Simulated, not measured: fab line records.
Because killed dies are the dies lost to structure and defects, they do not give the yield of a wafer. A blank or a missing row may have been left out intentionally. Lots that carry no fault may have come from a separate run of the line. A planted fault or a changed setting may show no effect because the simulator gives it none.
Which tool was responsible?	flow gf180mcu	6 lots, 18 wafers sampled, at 4 steps of a route of 602

WHAT EACH GAUGE READ, for each wafer
GF_NSD_TW_MEAS_12.
lot	measured	on	NSD_TW
L407	day 15 03:44	film metro-03	4325 4324 4315
L409	day 16 05:05	film metro-03	4323 4324 4333
L413	day 17 05:49	film metro-02	4251 4263 4264
L415	day 17 19:09	film metro-02	4257 4241 4263
L420	day 19 16:02	film metro-01	4207 4190 4204
L424	day 20 19:50	film metro-02	4244 4235 4247

EACH LOT AND THE TOOL THAT RAN IT (in order: tool; ch and the chambers of the sampled wafers; start)
lot	GF_VT_IMPLANT_STRIP_31	GF_HV_LDD_SOFTBAKE_03	GF_HV_LDD_STRIP_49
L407	plasma asher-04 ch 0,1, day 8 08:45	litho track-02 ch 0, day 11 05:02	plasma asher-04 ch 0,1, day 14 03:00
L409	plasma asher-03 ch 0, day 9 01:13	litho track-03 ch 0, day 12 01:34	plasma asher-02 ch 0,1, day 15 03:29
L413	plasma asher-01 ch 0,1, day 9 22:50	litho track-03 ch 0, day 12 23:14	plasma asher-04 ch 0,1, day 16 03:45
L415	plasma asher-04 ch 0,1, day 10 09:53	litho track-03 ch 0, day 13 13:11	plasma asher-04 ch 0,1, day 16 17:11
L420	plasma asher-03 ch 0,1, day 11 19:39	litho track-03 ch 0, day 15 03:19	plasma asher-03 ch 0,1, day 18 12:08
L424	plasma asher-01 ch 0,1, day 12 20:00	litho track-03 ch 0, day 16 05:05	plasma asher-02 ch 0,1, day 19 16:40
- GF_VT_IMPLANT_STRIP_31: strips in O2/N2.
- GF_HV_LDD_SOFTBAKE_03: time 60 s.
- GF_HV_LDD_STRIP_49: strips in O2/N2.

THE ANSWER, worked out from the rows above alone
Rule: what is usual is taken from the lots themselves. The widest of any qualifying gaps counts: lots, ordered by their means at a reading, are off when they make up no more than a third of the lots, leave a main group of 4 or more, and stand apart from it by 3 or more times the standard deviation of that group's means. The tables above print the reading to a certain number of digits; a main group whose means all agree to those digits is not used. A lot without any number at a reading at which 4 lots or more have one is off too. Any other lot the step has rows for is counted as sound.
No lot is off on any of the readings shown, so nothing can be concluded from this.

WHAT THE SIMULATOR PUT IN
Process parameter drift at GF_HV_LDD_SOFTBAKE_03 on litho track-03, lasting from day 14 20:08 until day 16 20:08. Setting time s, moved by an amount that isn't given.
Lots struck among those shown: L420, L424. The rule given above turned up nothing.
